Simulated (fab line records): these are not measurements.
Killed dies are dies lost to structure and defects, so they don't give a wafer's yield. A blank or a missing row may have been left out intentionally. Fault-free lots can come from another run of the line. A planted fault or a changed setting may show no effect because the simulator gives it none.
Split-lot trial -- flow gf180mcu -- 23 wafers read across 5 lots, on a route 602 steps long

ABOUT THE SPLIT
At GF_V5_EXPOSE_11 (exposes mask Via5, target cd 260 nm), the setting dose_mj was moved away from the recipe's 38 on 8 of the 23 wafers read, by +3.3% to +4.4%. All remaining wafers had this setting at the recipe value.

FROM THE SPLIT TO THE READING: what the file shows between them, 2 steps
- GF_V5_PEB_12: peb time 90 s (also split here: peb_time_s)
- GF_V5_DEVELOP_13: develop time 60 s

THE READING
cd_nm, in nm, at GF_V5_CD_MEAS_14 (target cd 260 nm). Fault-free wafers of this fab line usually give 259.5 nm, standard deviation 1.1 nm.

wafer,"tool, chamber at the split",dose_mj as run,against the recipe,"cd_nm, nm",against lot-mates on the recipe
L074.1,"krf_scanner-02, 0",38,recipe,256.3,-
L074.2,"krf_scanner-02, 0",38,recipe,258.5,-
L074.4,"krf_scanner-02, 0",38,recipe,255.5,-
L074.5,"krf_scanner-02, 0",38,recipe,259.4,-
L074.6,"krf_scanner-02, 0",38,recipe,254.9,-
L075.1,"krf_scanner-02, 0",38,recipe,261.4,-
L075.5,"krf_scanner-02, 0",38,recipe,260.3,-
L075.6,"krf_scanner-02, 0",38,recipe,260.6,-
L078.1,"krf_scanner-02, 0",39.27,+3.3%,261.8,+1.9
L078.3,"krf_scanner-02, 0",39.27,+3.3%,261.7,+1.8
L078.4,"krf_scanner-02, 0",38,recipe,260.1,-
L078.5,"krf_scanner-02, 0",38,recipe,259.6,-
L078.6,"krf_scanner-02, 0",39.27,+3.3%,265.4,+5.5
L079.1,"krf_scanner-01, 0",39.67,+4.4%,266.4,+8.5
L079.3,"krf_scanner-01, 0",38,recipe,257.3,-
L079.4,"krf_scanner-01, 0",38,recipe,258.6,-
L079.5,"krf_scanner-01, 0",38,recipe,257.8,-
L079.6,"krf_scanner-01, 0",39.67,+4.4%,265.5,+7.6
L085.1,"krf_scanner-02, 0",38,recipe,259.0,-
L085.3,"krf_scanner-02, 0",39.69,+4.4%,266.8,+8.0
L085.4,"krf_scanner-02, 0",39.69,+4.4%,263.8,+5.0
L085.5,"krf_scanner-02, 0",39.69,+4.4%,263.4,+4.6
L085.6,"krf_scanner-02, 0",38,recipe,258.6,-

FIT RESULTS
A straight line over all 23 wafers: cd_nm changes by +1.46 nm for each +1% of dose_mj; r = +0.85; the points scatter about the line by 1.8 nm.
The same after taking each lot's own level away (the mean of its wafers on the recipe; 23 wafers): +1.39 nm for each +1%; r = +0.88; scatter 1.5 nm.
The reading moves by 6.2 nm for the largest change in dose_mj, on that fit.
The lots' own levels span 256.92 to 260.77 nm, that is 3.5 times the standard deviation above.
The two slopes agree, so the slope changes little with the lot-to-lot level.
Check: +5.77 nm against its lot-mates is what the line predicts for one of the wafers moved furthest among these (+4.4%) when that wafer is left out of the fit. Against them it came out at +8 nm.

THESE WAFERS: OTHER SPLITS
Other splits were also applied to these wafers ahead of the reading. Each is held against what the fit with the lots' levels taken away leaves over:
other split on the same wafers,wafers away from the commonest value,r with cd_nm (lot level and that fit taken away)
GF_M4_SPUTTER_02 chamber_pressure_pa,18,-0.10
GF_M4_PEB_12 peb_temp_c,9,-0.08
GF_V4_CVD_00 sih4_flow_sccm,9,+0.13
GF_V4_CMP_26 t_overpolish_s,8,-0.23
GF_MIM_SPUTTER_04 time_s,9,+0.19
GF_V5_PEB_12 peb_time_s,9,+0.83

THE WHOLE CHAIN: every reading that the file lists as answering this split, in the file's order
step,what it does,reading,change (the file's fit),r (the file's)
GF_V5_CD_MEAS_14,target cd 260 nm,cd_nm,+1.44 nm for each +1% of the setting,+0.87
GF_V5_ETCH_16,etches BARC in N2/H2,"V5.cd_nm (the simulator's own value, which no gauge read)","+1.8 nm for each +1% of the setting, in a fit together with peb_time_s@V5_PEB_12",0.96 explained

THE FILE'S OWN FIT
cd_nm changes by +1.44 nm for each +1% of dose_mj, r = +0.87.
